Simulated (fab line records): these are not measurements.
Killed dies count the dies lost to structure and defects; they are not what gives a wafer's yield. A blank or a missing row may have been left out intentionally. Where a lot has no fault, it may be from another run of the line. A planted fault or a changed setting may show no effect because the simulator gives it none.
Chamber matching + flow sky130 + rie_diel-01 running SKY_POLY_GATE_ETCH_16: 3 sister chambers
The step etches Si3N4 in CH3F/O2, stops on poly-Si, time 147.5 s, target depth 75 nm. 3 wafers are shown with their chamber, then 5 later ones without.

WAFERS PAIRED WITH THEIR CHAMBERS
| wafer  | chamber | drypump_motor_current_A (A) |
|--------|---------|-----------------------------|
| L381.1 | 2       | 5.7                         |
| L381.3 | 1       | 6.0                         |
| L383.1 | 3       | 5.1                         |

WAFERS WITH NO CHAMBER GIVEN
| wafer  | drypump_motor_current_A (A) |
|--------|-----------------------------|
| L383.3 | 5.7                         |
| L383.4 | 6.1                         |
| L384.1 | 5.7                         |
| L388.3 | 5.1                         |
| L388.4 | 5.7                         |

EACH ONE'S CHAMBER
| wafer  | from the rows above | in truth |
|--------|---------------------|----------|
| L383.3 | 2                   | 2        |
| L383.4 | 1                   | 1        |
| L384.1 | 2                   | 2        |
| L388.3 | 3                   | 3        |
| L388.4 | 2                   | 2        |
Correct placement for 5 of the 5. From these rows, 0 cannot be placed. Number placed wrongly: 0.
How it was worked out, from the rows above alone: a wafer's distance from a chamber is the root of the sum, over the readings, of the square of ((its reading less the chamber's mean) divided by the reading's scatter). The wafer belongs to the nearest chamber; if the next one is less than 2 further off, it can't be placed. For every chamber, the mean is computed from those of its wafers that are shown. The scatter: with one shown wafer a chamber, the root of the mean of the squares of how far each hidden wafer lies from its nearest shown one.
